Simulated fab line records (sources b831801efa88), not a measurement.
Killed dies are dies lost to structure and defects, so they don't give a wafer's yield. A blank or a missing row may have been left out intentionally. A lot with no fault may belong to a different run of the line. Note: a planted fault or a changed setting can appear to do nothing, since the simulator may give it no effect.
Code-filled problem report in 8D (eight disciplines) form	flow sky130	the parts of the form that need people (team, actions taken, sign-off) are left out

1. WHAT WENT WRONG
At SKY_SONOS_TUNNEL_IMPLANT_09, beam_energy_keV averages 17.978 over 6 wafers from 2 lots, while fault-free wafers read 20.001, standard deviation 0.0067. That is -99 or more standard deviations from the usual mean.
Seen first at day 17 00:44 on implanter-02, wafer L198.1. The record has a number at this step for 18 wafers belonging to 6 lots. The rule behind "out" and "out of limits": a value lying over 4 standard deviations away from the usual mean. The rest of the wafers with a number are treated as sound.

2. WHAT IT IS; WHAT IT IS NOT
question	is	is not
which readings at this step	beam_energy_keV	-
which lots	L198, L201	L184, L191, L197, L199
which wafers of those lots	all that have a number	-
read on which tools	implanter-02	implanter-04
when	from day 17 00:44	up to then (9 sound wafers); but 3 sound wafers of L199 came after

3. THE SUSPECTS, EACH WITH WHAT RULES IT OUT
Counting: a tool stays on the suspect list if, at a process step up to the reading, it processed all lots that are out and no sound lot following the first of them.
- implanter-02 at SKY_SONOS_TUNNEL_IMPLANT_09: kept. Every lot that is out went through it, starting with L198 (day 17 00:44), and after that it ran no sound lot; the last sound lot it ran before then is L197 (day 16 20:52). Out on those wafers are its own readings of beam_energy_keV.
The count leaves implanter-02 at SKY_SONOS_TUNNEL_IMPLANT_09.

4. THE CAUSE (what the simulator had put in)
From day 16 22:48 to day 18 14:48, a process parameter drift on implanter-02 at SKY_SONOS_TUNNEL_IMPLANT_09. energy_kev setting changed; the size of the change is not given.
Counting left only this tool.

5. SEQUENCE OF EFFECTS, ordered by route
Each row: a reading whose mean over the struck wafers that have a number lies more than 3 standard deviations from the usual. Readings are gone through only where the record gives a usual standard deviation; hours: the median, over the lots, of the time from a lot's start at the first step in this table giving one to that lot's start at this step; sigmas: the change measured in usual standard deviations.
hours	step	reading	usual	on struck wafers	change	sigmas
0	SKY_SONOS_TUNNEL_IMPLANT_09	beam_energy_keV	20.001	17.978	-2.023	-99 or more
Its process steps:
- SKY_SONOS_TUNNEL_IMPLANT_09

6. WHAT WOULD HAVE CAUGHT IT SOONER
2 hours passed between the start of the fault at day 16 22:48 and the first reading out of limits in this record, taken at day 17 00:44.
